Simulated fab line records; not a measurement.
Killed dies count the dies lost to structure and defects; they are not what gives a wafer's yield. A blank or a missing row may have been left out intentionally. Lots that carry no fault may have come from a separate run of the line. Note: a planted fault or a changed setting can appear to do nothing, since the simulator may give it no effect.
Struck lot and sound lot, side by side	flow sky130	42 steps out of a route of 708
Sound: the wafers L647.1, L647.4, L647.5. The struck wafers were L658.2, L658.5, L658.6. The cause is given at the end.
For every step that has rows: the tool of each side, followed by ch and its chambers, followed by its first start. Under that, the readings that differ: sound wafers	struck wafers	difference of the means	sigmas: that difference in standard deviations of wafers without a fault.
alike: words and numbers the same on both sides, and readings whose means are apart by under 2 such deviations; not compared: readings that were withheld, readings missing a value for some wafer, numbers with overlapping values and no deviation given by the record, and bounds like >300 which may hide the same value.
The two part at a step that has a row with sigmas, a row that says differs or no value, or rows on one side only. Numbers that have no deviation but don't overlap get no sigmas and don't part them. Lack of a reading on every wafer of one side parts them only where that side has two or more wafers.

first, 5 steps without rows for these wafers: SKY_GATE_OXIDE_COAT_05 (resist thk 1140 nm); SKY_GATE_OXIDE_SOFTBAKE_06 (time 60 s); SKY_GATE_OXIDE_EXPOSE_07 (exposes mask LVOM, target cd 600 nm); SKY_GATE_OXIDE_PEB_08; SKY_GATE_OXIDE_DEVELOP_09 (develop time 60 s).
SKY_GATE_OXIDE_OVL_MEAS_10:
  struck on overlay-02, day 18 01:34; sound on overlay-02, day 14 11:13
  alike: GATE_OXIDE_OVL
then, 2 steps without rows for these wafers: SKY_GATE_OXIDE_IMPLANT_11; SKY_GATE_OXIDE_WET_ETCH_12 (etches SiO2 in dHF, target depth 16.8 nm, time 336 s).
SKY_GATE_OXIDE_STRIP_13: strips in O2/N2.
  sound on plasma-asher-03 ch 0,1, day 14 11:31; struck on plasma-asher-01 ch 0,1, day 18 01:52
  alike: drypump-motor-current-A, n2-flow-sccm, oes-product-au, strip-time-to-endpoint-s
  not compared: rf-hours-counter-h
SKY_GATE_OXIDE_TW_MEAS_14:
  struck on film-metro-01, day 18 01:58; sound on film-metro-04, day 14 11:37
  alike: GATE_OXIDE_TW
then, 2 steps without rows for these wafers: SKY_GATE_OXIDE_CLEAN_15 (cleans in SC1/SC2, time 150 s); SKY_GATE_OXIDE_OXIDATION_16 (stabilise 600 s, purge 300 s, target thk 3.57 nm).
SKY_POLY_GATE_CVD_00: deposits poly-Si, target thk 180 nm, time 720 s.
  sound on lpcvd-01 ch 0, day 14 13:15; struck on lpcvd-01 ch 0, day 18 03:36
reading	sound	struck	difference	sigmas
spike-tc-centre-C (C)	623.7 621.4 623.9	629.9 631.4 631.5	+7.9	+6
spike-tc-top-C (C)	645 643 643	656 656 654	+12	+4
spike-tc-upper-C (C)	616.6 618.0 618.7	556.8 555.5 555.1	-62.0	-52
zone-power-centre-pct (%)	9.71 9.59 9.51	15.27 15.07 15.02	+5.52	+37
zone-power-lower-pct (%)	8.84 8.75 8.63	8.17 8.03 8.13	-0.63	-3
zone-power-top-pct (%)	22.6 22.3 22.7	31.0 30.4 30.3	+8.0	+3
zone-power-upper-pct (%)	9.2 9.3 9.2	0.0 0.0 0.0	-9.2	-11
  alike: spike-tc-lower-C
  not compared: model.poly-Si_of_POLY_GATE_CVD_00.thk-nm
SKY_POLY_GATE_THK_MEAS_01:
  struck on film-metro-03, day 18 04:49; sound on film-metro-03, day 14 14:27
reading	sound	struck	difference	sigmas
POLY_GATE_CVD_00_THK (nm)	178.9 178.9 179.7	179.3 174.5 170.9	-4.3	-2
then, 8 steps without rows for these wafers: SKY_RES_PROTECT_DEHYDRATE_00 (time 60 s); SKY_RES_PROTECT_HMDS_01 (prime time 60 s); SKY_RES_PROTECT_COAT_02 (resist thk 1140 nm); SKY_RES_PROTECT_SOFTBAKE_03 (time 60 s); SKY_RES_PROTECT_EXPOSE_04 (exposes mask RPM, target cd 1270 nm); SKY_RES_PROTECT_PEB_05; SKY_RES_PROTECT_DEVELOP_06 (develop time 60 s); SKY_POLY_GATE_IMPLANT_02.
SKY_RES_PROTECT_STRIP_07: strips in O2/N2.
  sound on plasma-asher-03 ch 0,1, day 15 17:07; struck on plasma-asher-04 ch 0,1, day 19 11:33
  alike: drypump-motor-current-A, n2-flow-sccm, oes-product-au, strip-time-to-endpoint-s
  not compared: rf-hours-counter-h
SKY_RES_PROTECT_TW_MEAS_08:
  struck on film-metro-03, day 19 11:40; sound on film-metro-04, day 15 17:13
  alike: POLY_GATE_TW
SKY_RES_PROTECT_CLEAN_09: cleans in SC1/SC2, time 150 s.
  sound on wet-bench-03 ch 2, day 15 17:17; struck on wet-bench-03 ch 1, day 19 11:43
  not compared: model.poly-Si_of_POLY_GATE_CVD_00.thk-nm
then, 1 step without rows for these wafers: SKY_POLY_GATE_CVD_03 (deposits Si3N4 from DCS/NH3, target thk 75 nm, time 1290 s).
SKY_POLY_GATE_THK_MEAS_04:
  struck on film-metro-01, day 19 13:49; sound on film-metro-03, day 15 19:03
  alike: POLY_GATE_CVD_03_THK
then, 8 steps without rows for these wafers: SKY_POLY_GATE_DEHYDRATE_05 (time 60 s); SKY_POLY_GATE_HMDS_06 (prime time 60 s); SKY_POLY_GATE_COAT_07 (resist thk 110 nm); SKY_POLY_GATE_COAT_08 (resist thk 450 nm); SKY_POLY_GATE_SOFTBAKE_09 (time 90 s); SKY_POLY_GATE_EXPOSE_10 (exposes mask P1M, target cd 150 nm); SKY_POLY_GATE_PEB_11; SKY_POLY_GATE_DEVELOP_12 (develop time 60 s).
SKY_POLY_GATE_CD_MEAS_13: target cd 150 nm.
  struck on cd-sem-01, day 20 20:43; sound on cd-sem-02, day 16 21:31
  alike: cd-nm
SKY_POLY_GATE_OVL_MEAS_14:
  struck on overlay-02, day 20 20:49; sound on overlay-01, day 16 21:38
reading	sound	struck	difference	sigmas
POLY_GATE_OVL (nm)	-5 -1 -3	7 5 12	+11	+2
SKY_POLY_GATE_ETCH_15: etches BARC in N2/H2, stops on SiO2, time 118.5 s, target depth 110 nm.
  sound on rie-diel-03 ch 0,1, day 16 21:40; struck on rie-diel-01 ch 2,3, day 20 20:51
  alike: drypump-motor-current-A, n2-flow-sccm, oes-product-au, throttle-valve-pct
  not compared: rf-hours-counter-h
SKY_POLY_GATE_ETCH_16: etches Si3N4 in CH3F/O2, stops on poly-Si, time 147.5 s, target depth 75 nm.
  sound on rie-diel-03 ch 0,1, day 16 21:46; struck on rie-diel-01 ch 2,3, day 20 20:56
reading	sound	struck	difference	sigmas
oes-product-au (a.u.)	0.636 0.630 0.645	0.648 0.648 0.647	+0.011	+2
  alike: drypump-motor-current-A, throttle-valve-pct
  not compared: rf-hours-counter-h
SKY_POLY_GATE_ETCH_17: etches poly-Si in HBr/Cl2, stops on SiO2, target depth 180 nm, time 70.5 s.
  sound on rie-si-02 ch 0,1, day 16 21:51; struck on rie-si-02 ch 1,2,3, day 20 21:02
  alike: drypump-motor-current-A, oes-product-au, throttle-valve-pct
  not compared: rf-hours-counter-h, model.etch.depth-nm, model.POLY_GATE.feature-depth-nm
SKY_POLY_GATE_STRIP_18: strips in O2/N2.
  sound on plasma-asher-04 ch 0, day 16 21:55; struck on plasma-asher-04 ch 0,1, day 20 21:05
  alike: drypump-motor-current-A, n2-flow-sccm, oes-product-au, strip-time-to-endpoint-s
  not compared: rf-hours-counter-h
-- the record jumps here: 28 days lie between the struck wafers' starts before and after (it left off in module POLY_GATE and takes up again in module PAD_OPEN, whose first step shown is number 708 of the route) --
SKY_PAD_OPEN_PROBE_99:
  struck on prober-02, day 48 16:38; sound on prober-02, day 46 00:46
reading	sound	struck	difference	sigmas
model.etest.res-poly.rs-ohm-sq	47.74 47.37 46.96	47.88 49.31 51.53	+2.22	
  alike: killed_at_M0_to_M3, killed_at_M4_up, killed-at-contacts, killed-at-front-end, killed-at-other, killed-dies, killed-open, killed-short

WHERE THEY PART
Earliest at SKY_POLY_GATE_CVD_00; latest, in this record, at SKY_POLY_GATE_ETCH_16. Later steps at which nothing parts them and some readings are alike: SKY_POLY_GATE_ETCH_17, SKY_POLY_GATE_STRIP_18, SKY_PAD_OPEN_PROBE_99.

WHY: whatever the simulator had introduced
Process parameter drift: lpcvd-01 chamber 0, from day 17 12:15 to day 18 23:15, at SKY_POLY_GATE_CVD_00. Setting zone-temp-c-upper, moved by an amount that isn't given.
